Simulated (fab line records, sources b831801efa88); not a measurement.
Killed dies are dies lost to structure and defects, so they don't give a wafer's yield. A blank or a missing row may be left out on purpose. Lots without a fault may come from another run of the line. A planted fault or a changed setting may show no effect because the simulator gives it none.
A struck lot beside a sound one | flow sky130 | 21 steps out of a route of 708
Sound: wafers L573.2, L573.3, L573.4. Struck: wafers L584.3, L584.5, L584.6. The cause comes at the end.
At each step with rows: each side's tool, then ch and its chambers, then its first start. Under that, the readings that differ: sound wafers | struck wafers | difference of the means | sigmas: that difference in standard deviations of wafers without a fault.
alike: readings whose means differ by less than 2 such deviations, and words and numbers that are the same on both sides. not compared: withheld readings, readings that some wafer has no value for, bounds like >300 that may hide the same value, and numbers for which the record gives no deviation and whose values overlap.
The two part at a step that has a row with sigmas, a row that says differs or no value, or rows on one side only. Numbers that don't overlap but have no deviation are shown without sigmas and don't part them. A reading that every wafer of one side lacks parts them only if that side has two wafers or more.

SKY_METAL5_DESCUM_14: chemistry O2, time 11 s.
  sound on rie_metal-03 ch 0,1, day 44 06:07; struck on rie_metal-02 ch 0,1, day 47 08:25
  alike: drypump_motor_current_A, oes_product_au, temp_c
  not compared: rf_hours_counter_h
SKY_METAL5_METAL_ETCH_15: etches the open film in Cl2/BCl3, stops on SiO2, target depth 1260 nm, time 252 s.
  sound on rie_metal-03 ch 0,1, day 44 06:10; struck on rie_metal-02 ch 0,1, day 47 08:31
  alike: drypump_motor_current_A, oes_product_au, throttle_valve_pct
  not compared: rf_hours_counter_h
SKY_METAL5_STRIP_16: strips in O2/N2.
  sound on plasma_asher-02 ch 0,1, day 44 06:23; struck on plasma_asher-02 ch 0,1, day 47 08:42
  alike: drypump_motor_current_A, oes_product_au, strip_time_to_endpoint_s
  not compared: rf_hours_counter_h
then, 3 steps without rows for these wafers: SKY_METAL5_STRIP_17 (strips in post etch residue remover, time 1200 s); SKY_METAL5_CLEAN_18 (cleans in IPA, time 180 s); SKY_METAL5_CLEAN_19 (cleans in O3/DIW).
SKY_PASSIVATION_CVD_00: deposits SiO2, target thk 90 nm.
  sound on pecvd-02 ch 0,2, day 44 06:59; struck on pecvd-03 ch 0,1, day 47 09:17
  alike: heater_power_outer_w, heater_power_w, susceptor_temp_C
SKY_PASSIVATION_THK_MEAS_01:
  sound on film_metro-02, day 44 07:01; struck on film_metro-03, day 47 09:19
  alike: PASSIVATION_CVD_00_THK
SKY_PASSIVATION_CVD_02: deposits Si3N4, target thk 540 nm.
  sound on pecvd-03 ch 0,1,2, day 44 07:04; struck on pecvd-01 ch 0,1, day 47 09:22
  alike: heater_power_w, susceptor_temp_C
SKY_PASSIVATION_THK_MEAS_03:
  sound on film_metro-02, day 44 07:19; struck on film_metro-02, day 47 09:36
  alike: PASSIVATION_CVD_02_THK
then, 2 steps without rows for these wafers: SKY_PASSIVATION_DEHYDRATE_04 (time 60 s); SKY_PASSIVATION_HMDS_05 (prime time 60 s).
SKY_PASSIVATION_COAT_06: resist thk 3000 nm.
  sound on litho_track-03 ch 0, day 44 17:38; struck on litho_track-01 ch 0, day 47 18:28
  reading                                       | sound                | struck               | difference | sigmas
  spin_speed_rpm (rpm)                          | 2001.0 2000.2 2000.7 | 2237.5 2238.9 2239.6 | +238.0     | +99 or more
  model.coat_of_PASSIVATION_COAT_06.thk_nm (nm) | 2996 2990 2993       | 2836 2844 2831       | -156       |
then, 4 steps without rows for these wafers: SKY_PASSIVATION_SOFTBAKE_07; SKY_PASSIVATION_EXPOSE_08 (exposes mask NSM, target cd 3000 nm); SKY_PASSIVATION_PEB_09; SKY_PASSIVATION_DEVELOP_10 (develop time 60 s).
SKY_PASSIVATION_ETCH_11: etches the open film in CF4/O2, stops on AlCu, target depth 725 nm, time 161.1 s.
  sound on rie_diel-03 ch 0,2,3, day 45 04:54; struck on rie_diel-04 ch 1,3, day 48 04:15
  reading                                       | sound          | struck         | difference | sigmas
  model.coat_of_PASSIVATION_COAT_06.thk_nm (nm) | 2504 2491 2504 | 2346 2358 2343 | -151       |
  alike: drypump_motor_current_A, oes_product_au, throttle_valve_pct
  not compared: rf_hours_counter_h, model.PASSIVATION.cd_nm
SKY_PASSIVATION_STRIP_12: strips in O2/N2.
  sound on plasma_asher-02 ch 0,1, day 45 05:01; struck on plasma_asher-04 ch 0,1, day 48 04:23
  reading                      | sound             | struck            | difference | sigmas
  drypump_motor_current_A (A)  | 5.30 5.37 5.33    | 5.86 5.88 6.02    | +0.59      | +2
  strip_time_to_endpoint_s (s) | 31.38 31.20 31.37 | 29.57 29.66 29.51 | -1.74      | -11
  alike: oes_product_au
  not compared: rf_hours_counter_h
then, 2 steps without rows for these wafers: SKY_PAD_OPEN_DEHYDRATE_00 (time 60 s); SKY_PAD_OPEN_PROBE_99.

WHERE THEY PART
First at SKY_PASSIVATION_COAT_06; last, within this record, at SKY_PASSIVATION_STRIP_12.

WHY: what the simulator had put in
Process parameter drift: litho_track-01, from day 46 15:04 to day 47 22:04, at SKY_PASSIVATION_COAT_06. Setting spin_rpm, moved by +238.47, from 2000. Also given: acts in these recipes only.
